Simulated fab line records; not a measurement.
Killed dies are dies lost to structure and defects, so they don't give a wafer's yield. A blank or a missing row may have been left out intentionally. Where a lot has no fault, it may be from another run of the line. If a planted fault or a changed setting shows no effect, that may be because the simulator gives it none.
Which tool was responsible? | flow sky130 | 11 lots with 33 wafers sampled at 6 steps, on a route of 708 steps

WHAT THE GAUGES SHOWED, per wafer
SKY_LI_CONTACT_CD_MEAS_12 targets a cd of 170 nm. Usual: cd-nm at 169.9 nm, with a standard deviation of 1.4.
lot  | measured     | on        | cd-nm (nm)        | flag
L256 | day 29 07:50 | cd-sem-01 | 170.4 169.8 170.5 |
L259 | day 30 03:17 | cd-sem-01 | 169.7 170.1 168.6 |
L262 | day 31 06:20 | cd-sem-01 | 170.1 171.0 171.5 |
L263 | day 31 18:40 | cd-sem-01 | 169.5 169.1 169.8 |
L269 | day 33 08:56 | cd-sem-02 | 168.0 169.5 167.8 |
L270 | day 34 03:08 | cd-sem-02 | 169.5 172.0 171.1 |
L271 | day 34 14:32 | cd-sem-01 | 171.6 170.9 171.4 |
L272 | day 34 15:08 | cd-sem-02 | 171.8 170.6 171.7 |
L275 | day 35 09:11 | cd-sem-02 | 169.0 168.8 169.7 |
L278 | day 36 04:34 | cd-sem-02 | 169.0 168.2 169.3 |
L279 | day 36 06:56 | cd-sem-02 | 169.0 170.1 167.6 |

SKY_LOCAL_INTERCONNECT_RS_MEAS_01: a four-point-probe measurement. Usual: LOCAL_INTERCONNECT_TIN_RS typically reads 14.16 ohm/sq, with standard deviation 0.16.
lot  | measured     | on            | LOCAL_INTERCONNECT_TIN_RS (ohm/sq) | flag
L256 | day 29 09:13 | film-metro-02 | 14.20 14.17 14.13                  |
L259 | day 30 04:40 | film-metro-03 | 14.12 14.20 14.21                  |
L262 | day 31 07:43 | film-metro-04 | 14.19 14.23 14.24                  |
L263 | day 31 20:03 | film-metro-04 | 14.35 14.35 14.35                  |
L269 | day 33 10:20 | film-metro-03 | 14.20 14.08 14.06                  |
L270 | day 34 04:42 | film-metro-04 | - - -                              | OFF
L271 | day 34 15:56 | film-metro-04 | - - -                              | OFF
L272 | day 34 16:32 | film-metro-03 | - - -                              | OFF
L275 | day 35 10:34 | film-metro-02 | 14.19 14.02 14.07                  |
L278 | day 36 05:58 | film-metro-03 | 14.17 14.20 14.23                  |
L279 | day 36 08:20 | film-metro-03 | 14.13 14.02 13.95                  |

SKY_LOCAL_INTERCONNECT_THK_MEAS_02: measures by xrf. Usual: LOCAL_INTERCONNECT_TIN_THK typically reads 100.7 nm, with standard deviation 1.4.
lot  | measured     | on            | LOCAL_INTERCONNECT_TIN_THK (nm) | flag
L256 | day 29 09:20 | film-metro-02 | 99.8 99.8 100.2                 |
L259 | day 30 04:47 | film-metro-03 | 101.8 101.5 101.1               |
L262 | day 31 07:50 | film-metro-04 | 99.9 99.4 100.2                 |
L263 | day 31 20:10 | film-metro-04 | 98.9 99.1 99.0                  |
L269 | day 33 10:27 | film-metro-03 | 101.1 101.7 102.2               |
L270 | day 34 04:49 | film-metro-04 | <0.0 <0.0 <0.0                  | OFF
L271 | day 34 16:02 | film-metro-04 | <0.0 <0.0 <0.0                  | OFF
L272 | day 34 16:38 | film-metro-03 | <0.0 <0.0 <0.0                  | OFF
L275 | day 35 10:41 | film-metro-02 | 99.0 100.2 100.3                |
L278 | day 36 06:05 | film-metro-03 | 101.2 100.8 100.8               |
L279 | day 36 08:26 | film-metro-03 | 101.8 102.2 102.6               |

EACH LOT AND THE TOOL THAT RAN IT (in order: tool; ch and the chambers of the sampled wafers; start)
lot  | SKY_LI_CONTACT_STRIP_16              | SKY_LI_CONTACT_SPUTTER_19    | SKY_LOCAL_INTERCONNECT_SPUTTER_00
L256 | plasma-asher-03 ch 0,1, day 29 08:07 | pvd-sputter-04, day 29 08:25 | pvd-sputter-03, day 29 09:09
L259 | plasma-asher-02 ch 0,1, day 30 03:34 | pvd-sputter-01, day 30 03:52 | pvd-sputter-03, day 30 04:36
L262 | plasma-asher-02 ch 0,1, day 31 06:37 | pvd-sputter-04, day 31 06:55 | pvd-sputter-01, day 31 07:39
L263 | plasma-asher-02 ch 0,1, day 31 18:56 | pvd-sputter-01, day 31 19:14 | pvd-sputter-03, day 31 19:58
L269 | plasma-asher-02 ch 0,1, day 33 09:13 | pvd-sputter-01, day 33 09:31 | pvd-sputter-03, day 33 10:16
L270 | plasma-asher-04 ch 0,1, day 34 03:25 | pvd-sputter-02, day 34 03:43 | pvd-sputter-01, day 34 04:38
L271 | plasma-asher-03 ch 0,1, day 34 14:49 | pvd-sputter-04, day 34 15:05 | pvd-sputter-04, day 34 15:50
L272 | plasma-asher-04 ch 0,1, day 34 15:25 | pvd-sputter-01, day 34 15:42 | pvd-sputter-03, day 34 16:26
L275 | plasma-asher-03 ch 0,1, day 35 09:28 | pvd-sputter-04, day 35 09:46 | pvd-sputter-04, day 35 10:30
L278 | plasma-asher-04 ch 0,1, day 36 04:50 | pvd-sputter-01, day 36 05:08 | pvd-sputter-04, day 36 05:53
L279 | plasma-asher-02 ch 0,1, day 36 07:13 | pvd-sputter-01, day 36 07:29 | pvd-sputter-04, day 36 08:14
- SKY_LI_CONTACT_STRIP_16: strips in O2/N2.
- SKY_LI_CONTACT_SPUTTER_19: material Ti, target thk 20 nm, time 106.37 s.
- SKY_LOCAL_INTERCONNECT_SPUTTER_00: material TiN, target thk 100 nm, time 83.3 s.

AS READ BY THE TOOLS THEMSELVES (means over the sampled wafers that have a number; for cases with no such wafer, the mark the record gives instead)
SKY_LI_CONTACT_STRIP_16. Usual: drypump-motor-current-A 5.9 A, standard deviation 0.57; oes-product-au 0.375 a.u., standard deviation 0.0045; strip-time-to-endpoint-s 3.50 s, standard deviation 0.037.
lot  | tool            | drypump-motor-current-A (A) | oes-product-au (a.u.) | strip-time-to-endpoint-s (s) | flag
L256 | plasma-asher-03 | 6.4                         | 0.373                 | 3.47                         |
L259 | plasma-asher-02 | 6.2                         | 0.379                 | 3.51                         |
L262 | plasma-asher-02 | 6.3                         | 0.371                 | 3.47                         |
L263 | plasma-asher-02 | 6.2                         | 0.374                 | 3.44                         |
L269 | plasma-asher-02 | 6.2                         | 0.378                 | 3.48                         |
L270 | plasma-asher-04 | 5.3                         | 0.379                 | 3.53                         |
L271 | plasma-asher-03 | 6.1                         | 0.376                 | 3.51                         |
L272 | plasma-asher-04 | 5.3                         | 0.372                 | 3.49                         |
L275 | plasma-asher-03 | 6.1                         | 0.378                 | 3.53                         |
L278 | plasma-asher-04 | 5.3                         | 0.370                 | 3.48                         |
L279 | plasma-asher-02 | 6.2                         | 0.379                 | 3.53                         |

SKY_LI_CONTACT_SPUTTER_19. Usual: cathode-dc-power-W 2500.1 W, standard deviation 0.47; chamber-pressure-pa 5.001 Pa, standard deviation 0.01; throttle-valve-pct 30.5 %, standard deviation 0.89.
lot  | tool           | cathode-dc-power-W (W) | chamber-pressure-pa (Pa) | throttle-valve-pct (%) | flag
L256 | pvd-sputter-04 | 2500.1                 | 4.996                    | 30.3                   |
L259 | pvd-sputter-01 | 2500.4                 | 5.007                    | 29.8                   |
L262 | pvd-sputter-04 | 2500.1                 | 4.998                    | 30.3                   |
L263 | pvd-sputter-01 | 2499.5                 | 5.000                    | 30.6                   |
L269 | pvd-sputter-01 | 2499.9                 | 5.008                    | 30.5                   |
L270 | pvd-sputter-02 | 2499.9                 | 4.994                    | 30.5                   |
L271 | pvd-sputter-04 | 2500.5                 | 5.004                    | 30.3                   |
L272 | pvd-sputter-01 | 2500.2                 | 4.989                    | 30.0                   |
L275 | pvd-sputter-04 | 2500.0                 | 4.994                    | 30.1                   |
L278 | pvd-sputter-01 | 2499.8                 | 4.998                    | 31.2                   |
L279 | pvd-sputter-01 | 2500.0                 | 4.998                    | 30.7                   |

SKY_LOCAL_INTERCONNECT_SPUTTER_00. Usual: cathode-dc-power-W 6500.0 W, standard deviation 1.2; chamber-pressure-pa 0.4000 Pa, standard deviation 0.0008; throttle-valve-pct 30.6 %, standard deviation 1.2.
lot  | tool           | cathode-dc-power-W (W) | chamber-pressure-pa (Pa) | throttle-valve-pct (%) | flag
L256 | pvd-sputter-03 | 6499.3                 | 0.3993                   | 30.2                   |
L259 | pvd-sputter-03 | 6499.5                 | 0.3998                   | 31.3                   |
L262 | pvd-sputter-01 | 6500.4                 | 0.4001                   | 30.5                   |
L263 | pvd-sputter-03 | 6499.7                 | 0.3993                   | 30.8                   |
L269 | pvd-sputter-03 | 6499.6                 | 0.4003                   | 32.0                   |
L270 | pvd-sputter-01 | -                      | -                        | -                      | OFF
L271 | pvd-sputter-04 | -                      | -                        | -                      | OFF
L272 | pvd-sputter-03 | -                      | -                        | -                      | OFF
L275 | pvd-sputter-04 | 6501.1                 | 0.3995                   | 30.2                   |
L278 | pvd-sputter-04 | 6498.4                 | 0.3999                   | 30.1                   |
L279 | pvd-sputter-04 | 6499.4                 | 0.4004                   | 30.7                   |

THE ANSWER, worked out from the rows above alone
Rule: lot off if the mean of its wafers having a number is beyond 3 standard deviations from the usual mean. A lot without any number at a reading at which 4 lots or more have one is off too. The other lots that the step has rows for count as sound. The gauges are gone through in route order, then the tools' own readings, and for those a lot's mean is taken as printed above. At the first step where some lot is off, the reading lying furthest off is the one used; lots without a number count as furthest.
Off: at SKY_LOCAL_INTERCONNECT_RS_MEAS_01 (LOCAL_INTERCONNECT_TIN_RS), L270, L271, L272. Without a number there: L270, L271, L272.
A tool fits if, at a process step before that reading, it ran every lot that is off, and no sound lot after the first of them. The gauges at SKY_LOCAL_INTERCONNECT_RS_MEAS_01 aren't tried: what is off there is off at SKY_LOCAL_INTERCONNECT_SPUTTER_00 too, on other tools, and a gauge's error can't cause that. Not one of the candidates tried fits.

WHAT THE SIMULATOR HAD INSERTED
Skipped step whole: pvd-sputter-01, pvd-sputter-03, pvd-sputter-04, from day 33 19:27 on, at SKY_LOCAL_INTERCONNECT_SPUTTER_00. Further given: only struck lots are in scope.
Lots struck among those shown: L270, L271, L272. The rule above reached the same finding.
